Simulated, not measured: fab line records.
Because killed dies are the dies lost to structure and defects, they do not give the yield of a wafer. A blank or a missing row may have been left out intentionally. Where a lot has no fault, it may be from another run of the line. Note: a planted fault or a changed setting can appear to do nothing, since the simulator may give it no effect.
Which tool is to blame? | flow sky130 | 13 lots with 39 wafers sampled at 3 steps, on a route of 708 steps

## WHAT THE GAUGES SHOWED, per wafer
SKY_VIA4_RS_MEAS_19: the measuring method here is four-point-probe.
lot  | measured     | on            | VIA4_W_RS (ohm/sq)
L856 | day 42 23:01 | film_metro-02 | 0.229 0.228 0.229
L858 | day 43 17:39 | film_metro-01 | 0.225 0.231 0.228
L857 | day 43 20:11 | film_metro-02 | 0.227 0.219 0.221
L860 | day 44 01:46 | film_metro-04 | 0.224 0.226 0.225
L861 | day 44 07:12 | film_metro-02 | 0.219 0.226 0.218
L862 | day 44 23:22 | film_metro-04 | 0.217 0.227 0.217
L869 | day 46 11:13 | film_metro-04 | 0.222 0.226 0.230
L870 | day 46 12:15 | film_metro-02 | 0.225 0.216 0.219
L871 | day 46 21:50 | film_metro-02 | 0.217 0.225 0.227
L873 | day 47 11:02 | film_metro-04 | 0.230 0.226 0.218
L875 | day 47 22:45 | film_metro-04 | 0.221 0.223 0.230
L876 | day 47 23:58 | film_metro-01 | 0.229 0.224 0.227
L879 | day 48 17:02 | film_metro-04 | 0.228 0.225 0.227

SKY_METAL5_THK_MEAS_06: measures by xrf.
lot  | measured     | on            | METAL5_ALCU_THK (nm)
L856 | day 42 23:46 | film_metro-01 | 1131 1136 1143
L858 | day 43 18:25 | film_metro-01 | 1147 1146 1142
L857 | day 43 20:56 | film_metro-01 | 1132 1139 1133
L860 | day 44 02:51 | film_metro-01 | 1153 1132 1140
L861 | day 44 07:58 | film_metro-03 | 1119 1131 1112
L862 | day 45 00:06 | film_metro-03 | 1137 1144 1153
L869 | day 46 11:58 | film_metro-04 | 1119 1121 1109
L870 | day 46 12:59 | film_metro-03 | 1130 1120 1123
L871 | day 46 22:47 | film_metro-04 | 1149 1150 1151
L873 | day 47 11:49 | film_metro-04 | 1133 1122 1125
L875 | day 47 23:31 | film_metro-01 | 1143 1137 1126
L876 | day 48 00:44 | film_metro-01 | 1144 1151 1148
L879 | day 48 17:47 | film_metro-01 | 1128 1120 1121

## WHICH TOOL RAN EACH LOT (tool, then ch and the chambers of the sampled wafers, then the start)
lot  | SKY_LI_CONTACT_STRIP_16
L856 | plasma_asher-03 ch 0,1, day 29 09:14
L858 | plasma_asher-01 ch 0,1, day 30 06:07
L857 | plasma_asher-03 ch 0,1, day 30 08:48
L860 | plasma_asher-01 ch 0,1, day 30 16:40
L861 | plasma_asher-03 ch 0,1, day 30 21:47
L862 | plasma_asher-04 ch 0,1, day 31 15:49
L869 | plasma_asher-03 ch 0,1, day 33 15:35
L870 | plasma_asher-03 ch 0,1, day 33 19:25
L871 | plasma_asher-03 ch 0,1, day 34 03:11
L873 | plasma_asher-04 ch 0,1, day 34 18:49
L875 | plasma_asher-04 ch 0,1, day 35 11:02
L876 | plasma_asher-01 ch 0,1, day 35 12:17
L879 | plasma_asher-01 ch 0,1, day 36 12:59
- SKY_LI_CONTACT_STRIP_16: strips in O2/N2.

## WHAT THE TOOLS THEMSELVES READ (means of the sampled wafers that have a number; where no wafer has one, the mark that the record gives instead)
SKY_LI_CONTACT_STRIP_16.
lot  | tool            | drypump_motor_current_A (A) | oes_product_au (a.u.) | strip_time_to_endpoint_s (s)
L856 | plasma_asher-03 | 5.9                         | 0.373                 | 3.473
L858 | plasma_asher-01 | 5.1                         | 0.372                 | 3.521
L857 | plasma_asher-03 | 5.9                         | 0.378                 | 3.483
L860 | plasma_asher-01 | 5.0                         | 0.373                 | 3.509
L861 | plasma_asher-03 | 5.9                         | 0.379                 | 3.483
L862 | plasma_asher-04 | 5.6                         | 0.370                 | 3.492
L869 | plasma_asher-03 | 5.9                         | 0.365                 | 3.481
L870 | plasma_asher-03 | 5.9                         | 0.376                 | 3.498
L871 | plasma_asher-03 | 5.6                         | 0.375                 | 3.472
L873 | plasma_asher-04 | 6.2                         | 0.373                 | 3.498
L875 | plasma_asher-04 | 5.6                         | 0.380                 | 3.500
L876 | plasma_asher-01 | 5.1                         | 0.377                 | 3.499
L879 | plasma_asher-01 | 5.1                         | 0.376                 | 3.512

## THE ANSWER, worked out from the rows above alone
Rule: what is usual is taken from the lots themselves. Put in order of their means at a reading, lots are off if they are a third of the lots or fewer, leave a main group of 4 or more, and stand apart from it by a gap of 3 or more times the standard deviation of the main group's means; of several such gaps the widest counts. Not used: any main group whose means are identical at the precision the tables above print for the reading. A lot without any number at a reading at which 4 lots or more have one is off too. Any other lot the step has rows for is counted as sound. First the gauges in route order, then the tools' own readings, where a lot's mean is used as printed above. At the first step where some lot is off, the reading lying furthest off is the one used; lots without a number count as furthest.
Across all readings shown, no lot is off: no conclusion can be drawn from this.

## WHAT HAD BEEN PUT IN BY THE SIMULATOR
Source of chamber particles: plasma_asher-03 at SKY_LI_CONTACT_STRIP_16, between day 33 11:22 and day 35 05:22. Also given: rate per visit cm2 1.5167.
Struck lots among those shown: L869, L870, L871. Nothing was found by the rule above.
